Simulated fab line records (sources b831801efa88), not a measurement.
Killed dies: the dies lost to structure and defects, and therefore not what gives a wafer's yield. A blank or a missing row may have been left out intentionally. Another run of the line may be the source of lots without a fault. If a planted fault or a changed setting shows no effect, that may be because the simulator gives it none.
Which tool did it? + flow gf180mcu + Sampling: 11 lots, 33 wafers, 6 of 602 route steps

WHAT THE GAUGES SHOWED, per wafer
GF_V2_BOW_MEAS_05. Usual: V2_BOW gives 99 um (standard deviation 7.8).
| lot  | measured     | on           | V2_BOW (um) | flag |
|------|--------------|--------------|-------------|------|
| L694 | day 19 22:56 | filmMetro-01 | 109 110 108 |      |
| L697 | day 20 20:10 | filmMetro-01 | 100 103 103 |      |
| L700 | day 22 06:29 | filmMetro-04 | 109 106 104 |      |
| L704 | day 23 11:21 | filmMetro-04 | 107 102 100 |      |
| L705 | day 23 19:04 | filmMetro-01 | 90 91 89    |      |
| L706 | day 24 04:45 | filmMetro-04 | 109 97 100  |      |
| L708 | day 24 20:53 | filmMetro-04 | 102 96 83   |      |
| L709 | day 25 05:16 | filmMetro-02 | 104 91 106  |      |
| L713 | day 26 07:04 | filmMetro-01 | 93 97 94    |      |
| L715 | day 26 23:22 | filmMetro-04 | 98 107 96   |      |
| L716 | day 27 00:14 | filmMetro-02 | 90 90 101   |      |

GF_V2_OVL_MEAS_15. Usual: V2_OVL gives 2 nm (standard deviation 4.8).
| lot  | measured     | on         | V2_OVL (nm) | flag |
|------|--------------|------------|-------------|------|
| L694 | day 20 22:44 | overlay-01 | 3 6 1       |      |
| L697 | day 21 20:17 | overlay-01 | -1 1 7      |      |
| L700 | day 23 05:44 | overlay-01 | 4 4 10      |      |
| L704 | day 24 09:49 | overlay-01 | -3 -2 2     |      |
| L705 | day 24 17:27 | overlay-01 | -6 -3 -1    |      |
| L706 | day 25 02:46 | overlay-02 | 0 -1 1      |      |
| L708 | day 25 18:21 | overlay-02 | 3 4 16      |      |
| L709 | day 26 02:46 | overlay-02 | -11 2 -5    |      |
| L713 | day 27 04:33 | overlay-01 | 7 0 -1      |      |
| L715 | day 27 19:48 | overlay-01 | -3 -3 5     |      |
| L716 | day 27 20:59 | overlay-02 | 4 3 4       |      |

GF_V2_RS_MEAS_24: the measuring method here is four-point-probe. Usual: V2_W_RS gives 0.328 ohm/sq (standard deviation 0.0037).
| lot  | measured     | on           | V2_W_RS (ohm/sq)  | flag |
|------|--------------|--------------|-------------------|------|
| L694 | day 20 23:39 | filmMetro-04 | 0.325 0.327 0.330 |      |
| L697 | day 21 21:12 | filmMetro-02 | 0.328 0.334 0.330 |      |
| L700 | day 23 06:39 | filmMetro-04 | 0.332 0.330 0.326 |      |
| L704 | day 24 10:44 | filmMetro-01 | 0.253 0.251 0.251 | OFF  |
| L705 | day 24 18:22 | filmMetro-02 | 0.253 0.252 0.257 | OFF  |
| L706 | day 25 03:41 | filmMetro-01 | 0.322 0.327 0.329 |      |
| L708 | day 25 19:22 | filmMetro-01 | 0.328 0.326 0.329 |      |
| L709 | day 26 03:41 | filmMetro-02 | 0.330 0.327 0.331 |      |
| L713 | day 27 05:28 | filmMetro-02 | 0.331 0.327 0.331 |      |
| L715 | day 27 20:43 | filmMetro-04 | 0.332 0.328 0.332 |      |
| L716 | day 27 21:54 | filmMetro-04 | 0.332 0.328 0.322 |      |

GF_V2_THK_MEAS_25: measures by xrf. Usual: V2_W_THK gives 365 nm (standard deviation 5.6).
| lot  | measured     | on           | V2_W_THK (nm) | flag |
|------|--------------|--------------|---------------|------|
| L694 | day 20 23:46 | filmMetro-04 | 367 363 358   |      |
| L697 | day 21 21:19 | filmMetro-02 | 373 369 372   |      |
| L700 | day 23 06:46 | filmMetro-04 | 360 360 364   |      |
| L704 | day 24 10:51 | filmMetro-01 | 478 479 486   | OFF  |
| L705 | day 24 18:29 | filmMetro-02 | 489 488 481   | OFF  |
| L706 | day 25 03:48 | filmMetro-01 | 373 365 362   |      |
| L708 | day 25 19:29 | filmMetro-01 | 364 366 362   |      |
| L709 | day 26 03:48 | filmMetro-02 | 369 372 365   |      |
| L713 | day 27 05:35 | filmMetro-02 | 371 378 375   |      |
| L715 | day 27 20:50 | filmMetro-04 | 363 365 359   |      |
| L716 | day 27 22:01 | filmMetro-04 | 361 368 376   |      |

TOOL THAT RAN EACH LOT (tool first, then ch and the chambers of the sampled wafers, then the start)
| lot  | GF_V2_SPUTTER_21            | GF_V2_CVD_23                 |
|------|-----------------------------|------------------------------|
| L694 | pvdSputter-02, day 20 23:26 | cvdW-01 ch 0,1, day 20 23:32 |
| L697 | pvdSputter-02, day 21 20:59 | cvdW-01 ch 0,1, day 21 21:05 |
| L700 | pvdSputter-03, day 23 06:26 | cvdW-01 ch 0,1, day 23 06:32 |
| L704 | pvdSputter-03, day 24 10:31 | cvdW-01 ch 0,1, day 24 10:37 |
| L705 | pvdSputter-03, day 24 18:09 | cvdW-01 ch 0,1, day 24 18:15 |
| L706 | pvdSputter-01, day 25 03:28 | cvdW-02 ch 0,1, day 25 03:34 |
| L708 | pvdSputter-03, day 25 19:09 | cvdW-02 ch 1, day 25 19:15   |
| L709 | pvdSputter-02, day 26 03:28 | cvdW-02 ch 0,1, day 26 03:34 |
| L713 | pvdSputter-02, day 27 05:15 | cvdW-02 ch 0,1, day 27 05:21 |
| L715 | pvdSputter-01, day 27 20:30 | cvdW-01 ch 0,1, day 27 20:36 |
| L716 | pvdSputter-02, day 27 21:40 | cvdW-02 ch 0,1, day 27 21:46 |
- GF_V2_SPUTTER_21: material Ti, target thk 15 nm, time 80.02 s.
- GF_V2_CVD_23: deposits W, target thk 350 nm, time 104.94 s.

AS READ BY THE TOOLS THEMSELVES (means over the sampled wafers that have a number; for cases with no such wafer, the mark the record gives instead)
GF_V2_SPUTTER_21. Usual: throttleValvePct at 29.7 %, with a standard deviation of 1.
| lot  | tool          | throttleValvePct (%) | flag |
|------|---------------|----------------------|------|
| L694 | pvdSputter-02 | 29.9                 |      |
| L697 | pvdSputter-02 | 29.7                 |      |
| L700 | pvdSputter-03 | 29.5                 |      |
| L704 | pvdSputter-03 | 30.6                 |      |
| L705 | pvdSputter-03 | 29.6                 |      |
| L706 | pvdSputter-01 | 29.5                 |      |
| L708 | pvdSputter-03 | 29.7                 |      |
| L709 | pvdSputter-02 | 29.7                 |      |
| L713 | pvdSputter-02 | 29.5                 |      |
| L715 | pvdSputter-01 | 30.3                 |      |
| L716 | pvdSputter-02 | 29.6                 |      |

GF_V2_CVD_23. Usual: heaterPowerW 799 W, standard deviation 51; susceptorTempC 400.01 C, standard deviation 0.24.
| lot  | tool    | heaterPowerW (W) | susceptorTempC (C) | flag |
|------|---------|------------------|--------------------|------|
| L694 | cvdW-01 | 824              | 400.14             |      |
| L697 | cvdW-01 | 774              | 399.79             |      |
| L700 | cvdW-01 | 786              | 399.81             |      |
| L704 | cvdW-01 | 902              | 414.45             | OFF  |
| L705 | cvdW-01 | 915              | 414.46             | OFF  |
| L706 | cvdW-02 | 783              | 400.17             |      |
| L708 | cvdW-02 | 805              | 399.93             |      |
| L709 | cvdW-02 | 793              | 399.82             |      |
| L713 | cvdW-02 | 795              | 400.17             |      |
| L715 | cvdW-01 | 837              | 399.97             |      |
| L716 | cvdW-02 | 786              | 400.04             |      |

THE ANSWER, worked out from the rows above alone
Rule: lot off if the mean of its wafers having a number is beyond 3 standard deviations from the usual mean. A lot without any number at a reading at which 4 lots or more have one is off too. All remaining lots with rows at the step are treated as sound. After the gauges, taken in route order, come the tools' own readings; for these a lot's mean is taken, as printed above. The first step at which some lot is off is used, and at that step the reading that is off furthest; a lot without a number counts as furthest.
Off: L704, L705, seen at GF_V2_RS_MEAS_24 (V2_W_RS).
If a tool, at a process step before that reading, ran all the lots that are off and no sound lot after the first of them, it fits. The gauges at GF_V2_RS_MEAS_24 aren't tried: what is off there is off at GF_V2_CVD_23 too, on other tools, and a gauge's error can't cause that. None of those tried fits.

WHAT HAD BEEN PUT IN BY THE SIMULATOR
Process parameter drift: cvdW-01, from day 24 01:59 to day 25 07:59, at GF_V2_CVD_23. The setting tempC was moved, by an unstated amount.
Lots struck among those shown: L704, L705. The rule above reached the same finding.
